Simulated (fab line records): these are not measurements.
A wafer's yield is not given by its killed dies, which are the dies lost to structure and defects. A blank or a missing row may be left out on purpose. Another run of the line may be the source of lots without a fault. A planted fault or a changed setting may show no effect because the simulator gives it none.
A struck lot beside a sound one || flow sky130 || 15 steps out of a route of 708
Sound: the wafers L440.2, L440.4, L440.5. Wafers struck: L444.3, L444.4, L444.6. The cause is named last.
At each step with rows: each side's tool, then ch and its chambers, then its first start. Under that, the readings that differ: sound wafers || struck wafers || difference of the means || sigmas: that difference in standard deviations of wafers without a fault.
alike: readings with means less than 2 such deviations apart, plus words and numbers identical on both sides. not compared: withheld readings, readings lacking a value on some wafer, bounds such as >300 that could conceal the same value, and numbers that have no deviation in the record and whose values overlap.
A row with sigmas, a row that says differs or no value, or rows on one side alone: a step with any of these is where the two part. Numbers that have no deviation but don't overlap get no sigmas and don't part them. A reading that every wafer of one side lacks parts them only if that side has two wafers or more.

first, 5 steps without rows for these wafers: SKY_LDD_N_COAT_02 (resist thk 300 nm); SKY_LDD_N_SOFTBAKE_03 (time 60 s); SKY_LDD_N_EXPOSE_04 (exposes mask NTM, target cd 840 nm); SKY_LDD_N_PEB_05; SKY_LDD_N_DEVELOP_06 (develop time 58.15 s).
SKY_LDD_N_OVL_MEAS_07:
  sound on overlay-01, day 19 17:03; struck on overlay-01, day 19 18:05
{"reading": "LDD_N_OVL (nm)", "sound": "-1.3 -3.8 -2.7", "struck": "0.4 0.9 -0.1", "difference": "+3.0", "sigmas": "+2"}
then, 6 steps without rows for these wafers: SKY_LDD_N_IMPLANT_08; SKY_LDD_N_IMPLANT_09; SKY_LDD_N_IMPLANT_10; SKY_LDD_N_IMPLANT_11; SKY_LDD_N_IMPLANT_12; SKY_LDD_N_IMPLANT_13.
SKY_LDD_N_IMPLANT_14:
  sound on implanter-04 ch 0, day 19 18:00; struck on implanter-04 ch 0, day 19 21:38
{"reading": "dose_ions_cm2", "sound": "5.001e+12 5.001e+12 4.992e+12", "struck": "3.179e+12 3.17e+12 3.168e+12", "difference": -1.826e+12, "sigmas": "-99 or more"}
{"reading": "faraday_current_uA", "sound": "28.2 28.6 28.5", "struck": "18.0 17.9 18.3", "difference": -10.4, "sigmas": -18}
after that, 1 step had no rows for these wafers: SKY_LDD_N_IMPLANT_15.
-- the record jumps here: 27 days lie between the struck wafers' starts before and after (it left off in module LDD_N and takes up again in module PAD_OPEN, whose first step shown is number 708 of the route) --
SKY_PAD_OPEN_PROBE_99:
  sound on prober-01, day 46 22:16; struck on prober-01, day 47 07:29
{"reading": "model.etest.nfet_01v8_swapped.vt_sat_v (V)", "sound": "0.6491 0.6469 0.6384", "struck": "0.6188 0.63 0.6278", "difference": -0.0193, "sigmas": ""}
  alike: killed_at_M0_to_M3, killed_at_M4_up, killed_at_contacts, killed_at_front_end, killed_at_other, killed_dies, killed_open, killed_short
  not compared: model.etest.nfet_01v8_lvt.vt_v

== WHERE THEY PART ==
First at SKY_LDD_N_OVL_MEAS_07; last, within this record, at SKY_LDD_N_IMPLANT_14. Later steps at which nothing parts them and some readings are alike: SKY_PAD_OPEN_PROBE_99.

WHY: whatever the simulator had introduced
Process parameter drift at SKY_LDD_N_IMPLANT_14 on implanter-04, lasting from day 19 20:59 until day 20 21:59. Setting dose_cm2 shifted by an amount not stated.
